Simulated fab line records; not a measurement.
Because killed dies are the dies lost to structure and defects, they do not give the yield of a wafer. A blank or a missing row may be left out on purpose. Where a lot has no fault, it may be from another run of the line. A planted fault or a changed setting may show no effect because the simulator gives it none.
Split-lot study | flow sky130 | 23 wafers read across 5 lots, on a route 708 steps long

ON THE SPLIT
At SKY_LI_CONTACT_HDPCVD_00 (deposits PSG, target thk 930 nm, time 155 s), the setting timeS was moved away from the recipe's 155 s on 4 of the 23 wafers read, by -10.4% to -5.8%. For the rest of the wafers, this setting stayed at what the recipe calls for.

Between the split and the reading, the file records no step.

THE READING
At SKY_LI_CONTACT_THK_MEAS_01: LI_CONTACT_HDPCVD_THK, given in nm. On this fab line, fault-free wafers typically give 930 nm with a standard deviation of 9.6 nm.

wafer  | tool, chamber at the split | timeS as run, s | against the recipe | LI_CONTACT_HDPCVD_THK, nm | against lot-mates on the recipe
L076.2 | hdpcvd-02, 1               | 155             | recipe             | 928                       | -
L076.3 | hdpcvd-02, 2               | 155             | recipe             | 919                       | -
L076.4 | hdpcvd-02, 2               | 155             | recipe             | 926                       | -
L080.1 | hdpcvd-01, 2               | 155             | recipe             | 932                       | -
L080.2 | hdpcvd-01, 1               | 155             | recipe             | 924                       | -
L080.3 | hdpcvd-01, 0               | 146             | -5.8%              | 879                       | -47
L080.4 | hdpcvd-01, 2               | 155             | recipe             | 923                       | -
L080.6 | hdpcvd-01, 1               | 146             | -5.8%              | 869                       | -57
L081.1 | hdpcvd-01, 2               | 155             | recipe             | 934                       | -
L081.2 | hdpcvd-01, 0               | 155             | recipe             | 931                       | -
L081.3 | hdpcvd-01, 1               | 155             | recipe             | 936                       | -
L081.4 | hdpcvd-01, 0               | 155             | recipe             | 933                       | -
L081.5 | hdpcvd-01, 2               | 155             | recipe             | 927                       | -
L083.2 | hdpcvd-02, 2               | 155             | recipe             | 916                       | -
L083.3 | hdpcvd-02, 1               | 155             | recipe             | 923                       | -
L083.4 | hdpcvd-02, 2               | 155             | recipe             | 911                       | -
L083.5 | hdpcvd-02, 1               | 155             | recipe             | 925                       | -
L083.6 | hdpcvd-02, 0               | 155             | recipe             | 923                       | -
L082.1 | hdpcvd-01, 1               | 155             | recipe             | 931                       | -
L082.2 | hdpcvd-01, 0               | 155             | recipe             | 937                       | -
L082.3 | hdpcvd-01, 2               | 138.9           | -10.4%             | 832                       | -103
L082.4 | hdpcvd-01, 2               | 155             | recipe             | 936                       | -
L082.6 | hdpcvd-01, 1               | 138.9           | -10.4%             | 831                       | -104

FIT RESULTS
A straight line over all 23 wafers: LI_CONTACT_HDPCVD_THK changes by +9.19 nm for each +1% of timeS; r = +0.98; the points scatter about the line by 6.8 nm.
The same after taking each lot's own level away (the mean of its wafers on the recipe; 23 wafers): +9.73 nm for each +1%; r = +0.99; scatter 4.3 nm.
The reading moves by 1e+02 nm for the largest change in timeS, on that fit.
The lots' own levels span 919.6 to 934.7 nm, that is 1.6 times the standard deviation above.
So the lot-to-lot level changes the slope little: the two slopes agree.
Check: -99.9 nm against its lot-mates is what the line predicts for one of the wafers moved furthest among these (-10.4%) when that wafer is left out of the fit. Against them it came out at -103 nm.

OTHER SPLITS APPLIED TO THESE WAFERS
Note: prior to the reading, these wafers also went through further splits. Each is held against what the fit with the lots' levels taken away leaves over:
other split on the same wafers   | wafers away from the commonest value | r with LI_CONTACT_HDPCVD_THK (lot level and that fit taken away)
SKY_LDD_P_IMPLANT_09 doseCm2     | 10                                   | -0.19
SKY_LDD_HVP_IMPLANT_08 energyKev | 8                                    | +0.02
SKY_POLY_CUT_EXPOSE_05 doseMj    | 6                                    | +0.09
SKY_POLY_CUT_ETCH_10 timeS       | 8                                    | +0.00
SKY_SD_P_IMPLANT_09 energyKev    | 7                                    | -0.04
SKY_RES_XHIGH_IMPLANT_07 doseCm2 | 6                                    | +0.01
SKY_SD_N_IMPLANT_09 energyKev    | 10                                   | +0.13

THE WHOLE CHAIN: every reading that the file lists as answering this split, in the file's order
step                       | what it does                                | reading                                                                            | change (the file's fit)              | r (the file's)
SKY_LI_CONTACT_HDPCVD_00   | deposits PSG, target thk 930 nm, time 155 s | PSG_of_LI_CONTACT_HDPCVD_00.thkNm (the simulator's own value, which no gauge read) | +9.76 nm for each +1% of the setting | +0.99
SKY_LI_CONTACT_THK_MEAS_01 |                                             | LI_CONTACT_HDPCVD_THK                                                              | +9.7 for each +1% of the setting     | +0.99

FILE'S OWN FIT
LI_CONTACT_HDPCVD_THK changes by +9.7 nm for each +1% of timeS, r = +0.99.
